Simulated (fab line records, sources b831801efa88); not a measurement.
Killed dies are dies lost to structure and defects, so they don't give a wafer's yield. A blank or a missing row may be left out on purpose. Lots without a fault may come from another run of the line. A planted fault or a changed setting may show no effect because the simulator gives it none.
Which tool did it? | flow gf180mcu | 11 lots, 33 wafers sampled, at 2 steps of a route of 602

WHAT THE GAUGES READ, wafer by wafer
GF_POLY_GATE_CD_MEAS_10: target cd 280 nm.
lot  | measured     | on        | cd_nm (nm)
L521 | day 9 06:13  | cd_sem-02 | 282.3 281.2 281.9
L522 | day 10 02:47 | cd_sem-01 | 280.4 279.7 280.8
L523 | day 10 03:08 | cd_sem-01 | 277.7 278.1 278.1
L526 | day 10 20:52 | cd_sem-02 | 278.5 279.6 279.3
L532 | day 12 03:41 | cd_sem-02 | 332.3 331.7 331.9
L533 | day 12 14:28 | cd_sem-01 | 320.2 321.5 319.6
L534 | day 12 20:23 | cd_sem-02 | 280.0 280.5 280.7
L535 | day 13 06:44 | cd_sem-02 | 280.8 280.6 280.9
L536 | day 13 11:54 | cd_sem-02 | 279.2 279.9 279.3
L539 | day 14 08:45 | cd_sem-02 | 280.4 278.3 279.0
L543 | day 15 15:22 | cd_sem-01 | 279.1 279.0 278.8

WHICH TOOL RAN EACH LOT (tool, then ch and the chambers of the sampled wafers, then the start)
lot  | GF_POLY_GATE_EXPOSE_07
L521 | krf_scanner-01 ch 0, day 8 21:48
L522 | krf_scanner-02 ch 0, day 9 18:24
L523 | krf_scanner-01 ch 0, day 9 18:48
L526 | krf_scanner-01 ch 0, day 10 11:55
L532 | krf_scanner-02 ch 0, day 11 18:41
L533 | krf_scanner-02 ch 0, day 12 05:08
L534 | krf_scanner-01 ch 0, day 12 11:47
L535 | krf_scanner-01 ch 0, day 12 21:01
L536 | krf_scanner-01 ch 0, day 13 02:16
L539 | krf_scanner-01 ch 0, day 13 21:58
L543 | krf_scanner-01 ch 0, day 15 04:46
- GF_POLY_GATE_EXPOSE_07: exposes mask Poly2, target cd 280 nm.

THE ANSWER, worked out from the rows above alone
Rule: what is usual is taken from the lots themselves. Put in order of their means at a reading, lots are off if they are a third of the lots or fewer, leave a main group of 4 or more, and stand apart from it by a gap of 3 or more times the standard deviation of the main group's means; of several such gaps the widest counts. A main group whose means are all the same, to the digits that the tables above print for the reading, isn't used. A lot without any number at a reading at which 4 lots or more have one is off too. The other lots that the step has rows for count as sound.
Off: L532, L533, at GF_POLY_GATE_CD_MEAS_10 (cd_nm). The main group: mean 279.8 nm, standard deviation 1.1.
A tool fits if, at a process step before that reading, it ran every lot that is off, and no sound lot after the first of them. The gauges at GF_POLY_GATE_CD_MEAS_10 are tried like those tools. One fits: krf_scanner-02 at GF_POLY_GATE_EXPOSE_07. Its last sound lot is L522 (day 9 18:24), its first lot that is off L532 (day 11 18:41): a fault that began between those two fits.

WHAT THE SIMULATOR HAD PUT IN
Process parameter drift: krf_scanner-02, from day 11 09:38 on, at GF_POLY_GATE_EXPOSE_07. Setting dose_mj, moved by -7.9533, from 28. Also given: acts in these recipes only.
Lots struck among those shown: L532, L533. The rule above found the same.
